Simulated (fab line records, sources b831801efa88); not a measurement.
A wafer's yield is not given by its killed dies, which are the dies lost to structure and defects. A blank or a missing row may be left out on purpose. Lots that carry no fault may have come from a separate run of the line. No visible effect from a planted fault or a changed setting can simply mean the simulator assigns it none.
Split-lot study / flow sfq line / 23 wafers read across 5 lots, on a route 325 steps long

## THE SPLIT
At SFQ_TRILAYER_JJ_CE_LITHO_COAT_114 (resist thk 600 nm), the setting spin rpm was moved away from the recipe's 3000 rpm on 11 of the 23 wafers read, by -6.2% to +3.1%. For the rest of the wafers, this setting stayed at what the recipe calls for.

## BETWEEN THE SPLIT AND THE READING: the file shows 1 step in between
- SFQ_TRILAYER_JJ_CE_BARC_OPEN_RIE_150: chemistry O2, target BARC, target depth 240 nm, time 80 s (also split here: icp w)

## THE READING
KrF_of_TRILAYER_JJ_CE_LITHO_COAT_114.thk nm (the simulator's own value, which no gauge read), in nm, at SFQ_TRILAYER_JJ_CE_ETCH_RIE_118 (chemistry SF6, target Nb, stops on Al2O3, time 97.7 s, target depth 170 nm). The file does not state a usual value for it. The 12 wafers here that ran the recipe average 477.3 nm, standard deviation 2.1 nm.

wafer=L074.1; tool, chamber at the split=litho track-03, 0; spin rpm as run, rpm=2814; against the recipe=-6.2%; KrF_of_TRILAYER_JJ_CE_LITHO_COAT_114.thk nm, nm=495.4; against lot-mates on the recipe=+20.5
wafer=L074.2; tool, chamber at the split=litho track-03, 0; spin rpm as run, rpm=2814; against the recipe=-6.2%; KrF_of_TRILAYER_JJ_CE_LITHO_COAT_114.thk nm, nm=494; against lot-mates on the recipe=+19.1
wafer=L074.3; tool, chamber at the split=litho track-03, 0; spin rpm as run, rpm=3000; against the recipe=recipe; KrF_of_TRILAYER_JJ_CE_LITHO_COAT_114.thk nm, nm=473.3; against lot-mates on the recipe=-
wafer=L074.4; tool, chamber at the split=litho track-03, 0; spin rpm as run, rpm=3000; against the recipe=recipe; KrF_of_TRILAYER_JJ_CE_LITHO_COAT_114.thk nm, nm=475.1; against lot-mates on the recipe=-
wafer=L074.5; tool, chamber at the split=litho track-03, 0; spin rpm as run, rpm=3000; against the recipe=recipe; KrF_of_TRILAYER_JJ_CE_LITHO_COAT_114.thk nm, nm=476.2; against lot-mates on the recipe=-
wafer=L077.1; tool, chamber at the split=litho track-01, 0; spin rpm as run, rpm=3083; against the recipe=+2.8%; KrF_of_TRILAYER_JJ_CE_LITHO_COAT_114.thk nm, nm=474.7; against lot-mates on the recipe=-5.1
wafer=L077.3; tool, chamber at the split=litho track-01, 0; spin rpm as run, rpm=3000; against the recipe=recipe; KrF_of_TRILAYER_JJ_CE_LITHO_COAT_114.thk nm, nm=480.7; against lot-mates on the recipe=-
wafer=L077.4; tool, chamber at the split=litho track-01, 0; spin rpm as run, rpm=3083; against the recipe=+2.8%; KrF_of_TRILAYER_JJ_CE_LITHO_COAT_114.thk nm, nm=473.6; against lot-mates on the recipe=-6.1
wafer=L077.5; tool, chamber at the split=litho track-01, 0; spin rpm as run, rpm=3083; against the recipe=+2.8%; KrF_of_TRILAYER_JJ_CE_LITHO_COAT_114.thk nm, nm=471.7; against lot-mates on the recipe=-8.1
wafer=L077.6; tool, chamber at the split=litho track-01, 0; spin rpm as run, rpm=3000; against the recipe=recipe; KrF_of_TRILAYER_JJ_CE_LITHO_COAT_114.thk nm, nm=478.8; against lot-mates on the recipe=-
wafer=L078.1; tool, chamber at the split=litho track-04, 0; spin rpm as run, rpm=3074; against the recipe=+2.5%; KrF_of_TRILAYER_JJ_CE_LITHO_COAT_114.thk nm, nm=471.5; against lot-mates on the recipe=-6.2
wafer=L078.2; tool, chamber at the split=litho track-04, 0; spin rpm as run, rpm=3074; against the recipe=+2.5%; KrF_of_TRILAYER_JJ_CE_LITHO_COAT_114.thk nm, nm=468.7; against lot-mates on the recipe=-9.1
wafer=L078.3; tool, chamber at the split=litho track-04, 0; spin rpm as run, rpm=3000; against the recipe=recipe; KrF_of_TRILAYER_JJ_CE_LITHO_COAT_114.thk nm, nm=477.3; against lot-mates on the recipe=-
wafer=L078.5; tool, chamber at the split=litho track-04, 0; spin rpm as run, rpm=3074; against the recipe=+2.5%; KrF_of_TRILAYER_JJ_CE_LITHO_COAT_114.thk nm, nm=469.2; against lot-mates on the recipe=-8.6
wafer=L078.6; tool, chamber at the split=litho track-04, 0; spin rpm as run, rpm=3000; against the recipe=recipe; KrF_of_TRILAYER_JJ_CE_LITHO_COAT_114.thk nm, nm=478.2; against lot-mates on the recipe=-
wafer=L080.2; tool, chamber at the split=litho track-04, 0; spin rpm as run, rpm=3000; against the recipe=recipe; KrF_of_TRILAYER_JJ_CE_LITHO_COAT_114.thk nm, nm=479.7; against lot-mates on the recipe=-
wafer=L080.5; tool, chamber at the split=litho track-04, 0; spin rpm as run, rpm=3000; against the recipe=recipe; KrF_of_TRILAYER_JJ_CE_LITHO_COAT_114.thk nm, nm=474.4; against lot-mates on the recipe=-
wafer=L080.6; tool, chamber at the split=litho track-04, 0; spin rpm as run, rpm=3000; against the recipe=recipe; KrF_of_TRILAYER_JJ_CE_LITHO_COAT_114.thk nm, nm=477.6; against lot-mates on the recipe=-
wafer=L083.1; tool, chamber at the split=litho track-01, 0; spin rpm as run, rpm=3093; against the recipe=+3.1%; KrF_of_TRILAYER_JJ_CE_LITHO_COAT_114.thk nm, nm=469.3; against lot-mates on the recipe=-8.7
wafer=L083.2; tool, chamber at the split=litho track-01, 0; spin rpm as run, rpm=3000; against the recipe=recipe; KrF_of_TRILAYER_JJ_CE_LITHO_COAT_114.thk nm, nm=477.1; against lot-mates on the recipe=-
wafer=L083.3; tool, chamber at the split=litho track-01, 0; spin rpm as run, rpm=3000; against the recipe=recipe; KrF_of_TRILAYER_JJ_CE_LITHO_COAT_114.thk nm, nm=478.8; against lot-mates on the recipe=-
wafer=L083.5; tool, chamber at the split=litho track-01, 0; spin rpm as run, rpm=3093; against the recipe=+3.1%; KrF_of_TRILAYER_JJ_CE_LITHO_COAT_114.thk nm, nm=468.7; against lot-mates on the recipe=-9.3
wafer=L083.6; tool, chamber at the split=litho track-01, 0; spin rpm as run, rpm=3093; against the recipe=+3.1%; KrF_of_TRILAYER_JJ_CE_LITHO_COAT_114.thk nm, nm=469.7; against lot-mates on the recipe=-8.3

FIT RESULTS
A straight line over all 23 wafers: KrF_of_TRILAYER_JJ_CE_LITHO_COAT_114.thk nm changes by -2.61 nm for each +1% of spin rpm; r = -0.95; the points scatter about the line by 2.2 nm.
The same after taking each lot's own level away (the mean of its wafers on the recipe; 23 wafers): -3.02 nm for each +1%; r = -0.98; scatter 1.5 nm.
According to that fit, moving spin rpm by its largest amount changes the reading by 19 nm.
The lots' own levels span 474.87 to 479.75 nm, that is 2.3 times the standard deviation above.
So the slope is not independent of the lot-to-lot level: the two fits are not the same.
Check: +18.3 nm against its lot-mates is what the line predicts for one of the wafers moved furthest among these (-6.2%) when that wafer is left out of the fit. It came out at +20.5 nm against them.

## OTHER SPLITS APPLIED TO THESE WAFERS
These wafers also went through other splits before the reading. Each is held against what the fit with the lots' levels taken away leaves over:
other split on the same wafers=SFQ_TRILAYER_I4_CMP_CMP_100 leave above ref nm; wafers away from the commonest value=6; r with KrF_of_TRILAYER_JJ_CE_LITHO_COAT_114.thk nm (lot level and that fit taken away)=+0.21
other split on the same wafers=SFQ_TRILAYER_I4_VIA_LITHO_PEB_106 peb time s; wafers away from the commonest value=8; r with KrF_of_TRILAYER_JJ_CE_LITHO_COAT_114.thk nm (lot level and that fit taken away)=-0.14
other split on the same wafers=SFQ_TRILAYER_I4_VIA_BARC_OPEN_VIA_ETCH_146 time s; wafers away from the commonest value=3; r with KrF_of_TRILAYER_JJ_CE_LITHO_COAT_114.thk nm (lot level and that fit taken away)=-0.22
other split on the same wafers=SFQ_TRILAYER_JJ_CE_BARC_OPEN_RIE_150 icp w; wafers away from the commonest value=7; r with KrF_of_TRILAYER_JJ_CE_LITHO_COAT_114.thk nm (lot level and that fit taken away)=+0.20

## THE WHOLE CHAIN: every reading that the file lists as answering this split, in the file's order
step=SFQ_TRILAYER_JJ_CE_LITHO_COAT_114; what it does=resist thk 600 nm; reading=KrF_of_TRILAYER_JJ_CE_LITHO_COAT_114.thk nm (the simulator's own value, which no gauge read); change (the file's fit)=-2.93 nm for each +1% of the setting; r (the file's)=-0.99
step=SFQ_TRILAYER_JJ_CE_ETCH_RIE_118; what it does=chemistry SF6, target Nb, stops on Al2O3, time 97.7 s, target depth 170 nm; reading=KrF_of_TRILAYER_JJ_CE_LITHO_COAT_114.thk nm (the simulator's own value, which no gauge read); change (the file's fit)=-3.04 nm for each +1% of the setting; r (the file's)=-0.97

## FILE'S OWN FIT
KrF_of_TRILAYER_JJ_CE_LITHO_COAT_114.thk nm changes by -3.04 nm for each +1% of spin rpm, r = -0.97.
